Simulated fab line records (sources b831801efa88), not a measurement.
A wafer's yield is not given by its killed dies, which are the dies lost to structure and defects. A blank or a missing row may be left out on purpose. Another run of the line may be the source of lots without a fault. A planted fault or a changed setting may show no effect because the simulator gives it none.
Matching of chambers / flow gf180mcu / rieDiel-02 running GF_POLY_GATE_ETCH_12: 4 sister chambers
The step etches BARC in N2/H2. 4 wafers are shown with their chamber, then 7 later ones without.

## WAFERS, EACH WITH ITS CHAMBER
wafer=L969.6; chamber=1; oesProductAu (a.u.)=0.739
wafer=L972.3; chamber=2; oesProductAu (a.u.)=0.739
wafer=L976.1; chamber=0; oesProductAu (a.u.)=0.735
wafer=L976.3; chamber=3; oesProductAu (a.u.)=0.728

## WAFERS WITH NO CHAMBER GIVEN
wafer=L976.4; oesProductAu (a.u.)=0.735
wafer=L983.4; oesProductAu (a.u.)=0.736
wafer=L983.5; oesProductAu (a.u.)=0.739
wafer=L983.6; oesProductAu (a.u.)=0.729
wafer=L984.3; oesProductAu (a.u.)=0.732
wafer=L984.4; oesProductAu (a.u.)=0.739
wafer=L984.5; oesProductAu (a.u.)=0.738

## THE CHAMBER EACH PASSED THROUGH
wafer=L976.4; from the rows above=0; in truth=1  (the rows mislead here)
wafer=L983.4; from the rows above=can't be placed: 0 or 1 or 2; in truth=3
wafer=L983.5; from the rows above=can't be placed: 1 or 2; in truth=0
wafer=L983.6; from the rows above=3; in truth=3
wafer=L984.3; from the rows above=can't be placed: 0 or 3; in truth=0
wafer=L984.4; from the rows above=can't be placed: 1 or 2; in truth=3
wafer=L984.5; from the rows above=can't be placed: 1 or 2 or 0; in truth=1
Correct placement for 1 of the 7. Unplaceable from these rows: 5, with the true chamber sitting among the candidates in 2. Wrongly placed: 1.
How it was worked out, from the rows above alone: a wafer's distance from a chamber is the root of the sum, over the readings, of the square of ((its reading less the chamber's mean) divided by the reading's scatter). If the next closest chamber is less than 2 further off than the closest, the wafer can't be placed; otherwise it belongs to the closest. A chamber's mean is the mean of its shown wafers. The scatter: with one shown wafer a chamber, the root of the mean of the squares of how far each hidden wafer lies from its nearest shown one.
